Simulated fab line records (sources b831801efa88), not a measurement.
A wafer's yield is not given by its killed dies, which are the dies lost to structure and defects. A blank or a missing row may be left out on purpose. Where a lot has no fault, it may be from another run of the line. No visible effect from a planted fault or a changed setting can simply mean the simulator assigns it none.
Problem report, 8D (eight disciplines) form, completed by code ; flow sky130 ; the parts of the form that need people (team, actions taken, sign-off) are left out

1. WHAT WENT WRONG
run_length_s at SKY_VT_ADJUST_LVTN_SOFTBAKE_14 reads a mean of 99.46 s on 9 wafers of 3 lots; wafers without a fault read 89.05 s with a standard deviation of 0.17. That puts it +61 standard deviations away from the usual mean.
The step: time 60 s.
First seen on wafer L488.2, day 8 07:26, on litho_track-04. The record has a number at this step for 42 wafers belonging to 14 lots. By rule, "out" or "out of limits" means more than 4 standard deviations away from the usual mean. The rest of the wafers with a number are treated as sound.

2. WHAT IT IS, AND WHAT IT ISN'T
question;is;is not
which readings at this step;run_length_s;-
which lots;L488, L491, L492;L484, L486, L494, L497, L500, L501, L502, L503, L504, L506, L507
which wafers of those lots;all that have a number;-
read on which tools;litho_track-04;litho_track-01, litho_track-02
when;from day 8 07:26;"up to then (6 sound wafers); but 27 sound wafers of L494, L497, L500, L501, L502, L503, L504, L506, L507 came after"

3. SUSPECTS, AND WHAT RULES EACH OUT
Counting: a tool at a process step up to the reading stays a suspect if it ran every lot that is out and no sound lot after the first of them.
- litho_track-04 at SKY_VT_ADJUST_LVTN_SOFTBAKE_14 (time 60 s): ruled out as a lasting fault. The sound lots L502, L503 went through it after L488, its earliest lot that is out (day 8 07:26).
Left after counting: nothing in the record.

4. THE CAUSE (what the simulator had put in)
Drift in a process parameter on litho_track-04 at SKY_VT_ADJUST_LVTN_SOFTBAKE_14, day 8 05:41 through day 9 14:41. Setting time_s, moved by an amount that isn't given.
Counting ruled it out, wrongly.

5. SEQUENCE OF EFFECTS, ordered by route
Each row: a reading whose mean over the struck wafers that have a number lies more than 3 standard deviations from the usual. Readings are gone through only where the record gives a usual standard deviation; hours: the median, over the lots, of the time from a lot's start at the first step in this table giving one to that lot's start at this step; sigmas: the change measured in usual standard deviations.
hours;step;reading;usual;on struck wafers;change;sigmas
0;SKY_VT_ADJUST_LVTN_SOFTBAKE_14;run_length_s;89.05 s;99.46;+10.41;+61
It contains these process steps:
- SKY_VT_ADJUST_LVTN_SOFTBAKE_14: time 60 s.
Later measuring or inspecting steps at which every struck wafer that the step has a row for has a number for every such reading, and none has moved that far: SKY_GATE_OXIDE_THK_MEAS_02.

6. WHAT WOULD HAVE CAUGHT IT SOONER
2 hours passed between the start of the fault at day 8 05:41 and the first reading out of limits in this record, taken at day 8 07:26.
